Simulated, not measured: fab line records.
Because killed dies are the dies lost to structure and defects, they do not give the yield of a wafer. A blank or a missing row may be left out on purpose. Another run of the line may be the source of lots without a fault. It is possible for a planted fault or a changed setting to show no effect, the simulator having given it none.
2 desks, one fault || flow gf180mcu || what lay behind the numbers comes last; until then each desk has only its own

## FROM THE METROLOGY DESK
What the gauges read for every lot (on any tool): the sampled wafers with a number, averaged. The brackets show how far a lot's mean lies from the usual mean; more than 4 standard deviations puts the lot out of limits, marked OUT.
Columns: A = cd_nm at GF_STI_CD_MEAS_12, usual 220.0 nm; B = STI_OXIDATION_01_THK at GF_STI_THK_MEAS_22, usual 15.00 nm; C = STI_CVD_23_THK at GF_STI_THK_MEAS_24, usual 651 nm
{"lot": "L226", "first seen here": "day 2 16:35", "A": 220.9, "B": 14.84, "C": 657}
{"lot": "L231", "first seen here": "day 3 19:26", "A": 221.2, "B": 15.00, "C": 652}
{"lot": "L239", "first seen here": "day 5 12:54", "A": 218.3, "B": 15.33, "C": 652}
{"lot": "L242", "first seen here": "day 6 03:57", "A": 218.6, "B": 14.98, "C": 652}
{"lot": "L244", "first seen here": "day 6 15:33", "A": 221.0, "B": 14.83, "C": 646}
{"lot": "L245", "first seen here": "day 6 18:41", "A": 218.9, "B": 14.53, "C": 643}
Result from this desk: across the 6 lots, nothing is out of limits.

## FOR THE TOOL OWNER'S DESK: wet_bench-02
The tool's own readings at GF_STI_WET_ETCH_17 (etches Si3N4 in H3PO4, target depth 45 nm, time 514 s): means of the sampled wafers that have a number, for each lot that ran on this tool. The brackets show how far a lot's mean lies from the usual mean; more than 4 standard deviations puts the lot out of limits, marked OUT.
Columns: A = bath_guard_temp_C at GF_STI_WET_ETCH_17, usual 159.9 C; B = temp_c at GF_STI_WET_ETCH_17, usual 159.99 C
{"lot": "L231", "first seen here": "day 3 19:49", "A": 159.0, "B": 159.92}
{"lot": "L239", "first seen here": "day 5 13:17", "A": "155.6 (-6.1) OUT", "B": "155.84 (-26) OUT"}
{"lot": "L242", "first seen here": "day 6 04:18", "A": "154.7 (-7.3) OUT", "B": "155.55 (-28) OUT"}
This desk's verdict: out of limits on L239, L242, starting with L239 at day 5 13:17 (bath_guard_temp_C at GF_STI_WET_ETCH_17). In limits: L231.

## TAKEN TOGETHER
An alarm could have come from the tool owner's desk at day 5 13:17, on L239, L242.
Metrology desk: nothing out of limits seen.
The metrology desk has L239, L242 on record, within its limits.
Of the lots named, all ran GF_STI_WET_ETCH_17 on wet_bench-02.

## WHAT THE SIMULATOR PUT IN
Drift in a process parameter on wet_bench-02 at GF_STI_WET_ETCH_17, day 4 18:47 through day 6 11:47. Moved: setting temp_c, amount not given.
Struck lots among those shown: L239, L242.
Delay in hours, fault start to first out-of-limits reading, by desk: the tool owner's desk at 19.
